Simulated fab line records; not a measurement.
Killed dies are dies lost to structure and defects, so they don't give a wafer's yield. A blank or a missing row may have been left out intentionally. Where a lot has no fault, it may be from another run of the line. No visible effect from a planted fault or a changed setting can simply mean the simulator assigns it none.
The tool behind it: which one? :: flow gf180mcu :: 13 lots (39 wafers sampled), 1 step of a 602-step route

## WHAT EACH GAUGE READ, for each wafer
GF_V2_THK_MEAS_01. Usual: V2_CVD_00_THK 597 nm, standard deviation 6.5.
lot: L621
measured: day 20 03:50
on: filmMetro-02
V2_CVD_00_THK (nm): 596 591 605
flag: 

lot: L620
measured: day 20 04:30
on: filmMetro-03
V2_CVD_00_THK (nm): 598 603 594
flag: 

lot: L622
measured: day 20 13:06
on: filmMetro-03
V2_CVD_00_THK (nm): 596 596 595
flag: 

lot: L624
measured: day 21 02:08
on: filmMetro-03
V2_CVD_00_THK (nm): 606 602 605
flag: 

lot: L625
measured: day 21 08:19
on: filmMetro-02
V2_CVD_00_THK (nm): 587 585 593
flag: 

lot: L626
measured: day 22 01:53
on: filmMetro-02
V2_CVD_00_THK (nm): 598 593 600
flag: 

lot: L627
measured: day 22 07:34
on: filmMetro-01
V2_CVD_00_THK (nm): 608 611 608
flag: 

lot: L628
measured: day 22 14:20
on: filmMetro-01
V2_CVD_00_THK (nm): 609 601 604
flag: 

lot: L631
measured: day 23 15:21
on: filmMetro-01
V2_CVD_00_THK (nm): 598 593 599
flag: 

lot: L632
measured: day 24 00:45
on: filmMetro-03
V2_CVD_00_THK (nm): 600 601 602
flag: 

lot: L635
measured: day 24 22:14
on: filmMetro-02
V2_CVD_00_THK (nm): 597 598 601
flag: 

lot: L636
measured: day 25 09:34
on: filmMetro-02
V2_CVD_00_THK (nm): 593 592 593
flag: 

lot: L642
measured: day 27 02:57
on: filmMetro-02
V2_CVD_00_THK (nm): 593 593 588
flag: 

## TOOL THAT RAN EACH LOT (tool first, then ch and the chambers of the sampled wafers, then the start)
The record holds no process step before these readings.

## WHAT THE TOOLS THEMSELVES READ (means of the sampled wafers that have a number; where no wafer has one, the mark that the record gives instead)
The record holds no such reading with a usual standard deviation.

## THE ANSWER, worked out from the rows above alone
Rule: a lot is off if the mean of its wafers that have a number lies more than 3 standard deviations from the usual mean. A lot without any number at a reading at which 4 lots or more have one is off too. Where the step has rows for the other lots, those lots are counted as sound. Order of review: gauges by route order, followed by the tools' own readings, for which a lot's mean as printed above is used. The first step at which some lot is off is used, and at that step the reading that is off furthest; a lot without a number counts as furthest.
Nothing can be told from this: no lot is off at any reading shown.

## WHAT HAD BEEN PUT IN BY THE SIMULATOR
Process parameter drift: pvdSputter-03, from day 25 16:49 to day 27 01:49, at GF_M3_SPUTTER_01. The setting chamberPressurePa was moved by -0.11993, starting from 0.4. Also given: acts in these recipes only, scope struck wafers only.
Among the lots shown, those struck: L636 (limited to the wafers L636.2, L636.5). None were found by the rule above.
